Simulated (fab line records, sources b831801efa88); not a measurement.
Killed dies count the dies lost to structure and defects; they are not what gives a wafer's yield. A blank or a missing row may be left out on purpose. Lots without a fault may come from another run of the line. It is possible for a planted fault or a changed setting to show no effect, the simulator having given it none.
Lot-split experiment + flow gf180mcu + 23 wafers read across 5 lots, on a route 602 steps long

== SPLIT DETAILS ==
At GF_DUAL_GATE_STRIP_13 (strips in O2/N2), the setting powerW was moved away from the recipe's 1400 W on 10 of the 23 wafers read, by -7.9% to +4.0%. The other wafers ran this setting at the recipe's value.

The reading is taken at the split's own step.

== THE READING ==
oesProductAu, in a.u., at GF_DUAL_GATE_STRIP_13 (strips in O2/N2). On this fab line, fault-free wafers typically give 0.715 a.u. with a standard deviation of 0.0051 a.u.

| wafer  | tool, chamber at the split | powerW as run, W | against the recipe | oesProductAu, a.u. | against lot-mates on the recipe |
|--------|----------------------------|------------------|--------------------|--------------------|---------------------------------|
| L074.1 | plasmaAsher-01, 1          | 1456             | +4.0%              | 0.724              | +0.010                          |
| L074.2 | plasmaAsher-01, 0          | 1456             | +4.0%              | 0.726              | +0.012                          |
| L074.3 | plasmaAsher-01, 0          | 1400             | recipe             | 0.709              | -                               |
| L074.4 | plasmaAsher-01, 1          | 1400             | recipe             | 0.719              | -                               |
| L074.5 | plasmaAsher-01, 1          | 1456             | +4.0%              | 0.734              | +0.020                          |
| L077.1 | plasmaAsher-03, 1          | 1400             | recipe             | 0.718              | -                               |
| L077.2 | plasmaAsher-03, 0          | 1400             | recipe             | 0.716              | -                               |
| L077.4 | plasmaAsher-03, 1          | 1289             | -7.9%              | 0.689              | -0.028                          |
| L077.5 | plasmaAsher-03, 0          | 1289             | -7.9%              | 0.690              | -0.027                          |
| L077.6 | plasmaAsher-03, 1          | 1289             | -7.9%              | 0.673              | -0.044                          |
| L081.1 | plasmaAsher-04, 1          | 1400             | recipe             | 0.722              | -                               |
| L081.2 | plasmaAsher-04, 0          | 1400             | recipe             | 0.722              | -                               |
| L081.3 | plasmaAsher-04, 1          | 1400             | recipe             | 0.711              | -                               |
| L081.5 | plasmaAsher-04, 1          | 1357             | -3.1%              | 0.700              | -0.018                          |
| L081.6 | plasmaAsher-04, 0          | 1357             | -3.1%              | 0.706              | -0.012                          |
| L082.2 | plasmaAsher-04, 1          | 1400             | recipe             | 0.710              | -                               |
| L082.3 | plasmaAsher-04, 0          | 1400             | recipe             | 0.720              | -                               |
| L082.5 | plasmaAsher-04, 0          | 1400             | recipe             | 0.719              | -                               |
| L084.1 | plasmaAsher-04, 1          | 1452             | +3.7%              | 0.723              | +0.006                          |
| L084.2 | plasmaAsher-04, 0          | 1400             | recipe             | 0.719              | -                               |
| L084.3 | plasmaAsher-04, 0          | 1452             | +3.7%              | 0.721              | +0.004                          |
| L084.4 | plasmaAsher-04, 1          | 1400             | recipe             | 0.711              | -                               |
| L084.5 | plasmaAsher-04, 1          | 1400             | recipe             | 0.722              | -                               |

FIT RESULTS
A straight line over all 23 wafers: oesProductAu changes by +0.0036 a.u. for each +1% of powerW; r = +0.92; the points scatter about the line by 0.0057 a.u.
The same after taking each lot's own level away (the mean of its wafers on the recipe; 23 wafers): +0.00376 a.u. for each +1%; r = +0.92; scatter 0.0057 a.u.
Per that fit: largest powerW move, reading shift of 0.03 a.u.
The lots' own levels span 0.7140 to 0.7183 a.u., that is 0.8 times the standard deviation above.
Hence the lot-to-lot level has little effect on the slope; both slopes agree.
Check: -0.0326 a.u. against its lot-mates is what the line predicts for one of the wafers moved furthest among these (-7.9%) when that wafer is left out of the fit. It came out at -0.028 a.u. against them.
Tool readings at the split's step, against how far the setting was moved: oesProductAu r = +0.92; stripTimeToEndpointS r = -0.92.

== THE OTHER SPLITS THESE WAFERS WENT THROUGH ==
Other splits were also applied to these wafers ahead of the reading. Each is held against what the fit with the lots' levels taken away leaves over:
| other split on the same wafers | wafers away from the commonest value | r with oesProductAu (lot level and that fit taken away) |
|--------------------------------|--------------------------------------|---------------------------------------------------------|
| GF_DUAL_GATE_COAT_06 spinRpm   | 9                                    | -0.16                                                   |

== THE WHOLE CHAIN: every reading that the file lists as answering this split, in the file's order ==
| step                  | what it does    | reading              | change (the file's fit)                   | r (the file's) |
|-----------------------|-----------------|----------------------|-------------------------------------------|----------------|
| GF_DUAL_GATE_STRIP_13 | strips in O2/N2 | oesProductAu         | +0.00373 a.u. for each +1% of the setting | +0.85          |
| GF_DUAL_GATE_STRIP_13 | strips in O2/N2 | stripTimeToEndpointS | withheld for each +1% of the setting      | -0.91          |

== FILE'S OWN FIT ==
oesProductAu changes by +0.00373 a.u. for each +1% of powerW, r = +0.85.
